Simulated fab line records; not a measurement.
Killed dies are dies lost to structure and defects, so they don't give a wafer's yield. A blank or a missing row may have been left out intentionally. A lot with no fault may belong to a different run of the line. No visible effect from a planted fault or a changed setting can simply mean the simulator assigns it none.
Which tool was responsible? :: flow sky130 :: 7 lots, 21 wafers sampled, at 2 steps of a route of 708

== WHAT THE GAUGES READ, wafer by wafer ==
SKY_LDD_P_CD_MEAS_07: the cd target is 380 nm.
lot: L206
measured: day 19 16:13
on: cd sem-02
cd nm (nm): 379.9 378.7 381.4

lot: L209
measured: day 20 16:37
on: cd sem-02
cd nm (nm): 377.2 379.1 376.4

lot: L211
measured: day 21 23:35
on: cd sem-02
cd nm (nm): 382.8 384.1 382.0

lot: L214
measured: day 23 02:08
on: cd sem-02
cd nm (nm): 298.3 298.6 297.2

lot: L222
measured: day 25 16:27
on: cd sem-02
cd nm (nm): 384.3 381.5 380.9

lot: L225
measured: day 26 16:42
on: cd sem-02
cd nm (nm): 381.2 383.1 384.3

lot: L227
measured: day 27 19:47
on: cd sem-02
cd nm (nm): 375.5 377.9 375.2

== EACH LOT AND THE TOOL THAT RAN IT (in order: tool; ch and the chambers of the sampled wafers; start) ==
lot: L206
SKY_LDD_P_DEVELOP_06: litho track-04 ch 0, day 19 16:04

lot: L209
SKY_LDD_P_DEVELOP_06: litho track-02 ch 0, day 20 16:29

lot: L211
SKY_LDD_P_DEVELOP_06: litho track-01 ch 0, day 21 23:26

lot: L214
SKY_LDD_P_DEVELOP_06: litho track-01 ch 0, day 23 01:59

lot: L222
SKY_LDD_P_DEVELOP_06: litho track-04 ch 0, day 25 16:16

lot: L225
SKY_LDD_P_DEVELOP_06: litho track-02 ch 0, day 26 16:34

lot: L227
SKY_LDD_P_DEVELOP_06: litho track-02 ch 0, day 27 19:38
- SKY_LDD_P_DEVELOP_06: develop time 60 s.

== THE ANSWER, worked out from the rows above alone ==
Rule: usual is defined by the lots themselves. The widest of any qualifying gaps counts: lots, ordered by their means at a reading, are off when they make up no more than a third of the lots, leave a main group of 4 or more, and stand apart from it by 3 or more times the standard deviation of that group's means. The tables above print the reading to a certain number of digits; a main group whose means all agree to those digits is not used. A lot without any number at a reading at which 4 lots or more have one is off too. The other lots that the step has rows for count as sound.
Off, at SKY_LDD_P_CD_MEAS_07 on cd nm: L214. Main group: mean 380.3 nm, sd 2.6.
If a tool, at a process step before that reading, ran all the lots that are off and no sound lot after the first of them, it fits. Those tools and the gauges at SKY_LDD_P_CD_MEAS_07 are tried in the same way. One fits: litho track-01 at SKY_LDD_P_DEVELOP_06. Its last sound lot is L211 (day 21 23:26), its first lot that is off L214 (day 23 01:59): a fault that began between those two fits.

== WHAT THE SIMULATOR PUT IN ==
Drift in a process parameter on litho track-01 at SKY_LDD_P_DEVELOP_06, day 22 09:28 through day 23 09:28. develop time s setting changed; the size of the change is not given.
Shown lots that were struck: L214. The rule given above showed the same thing.
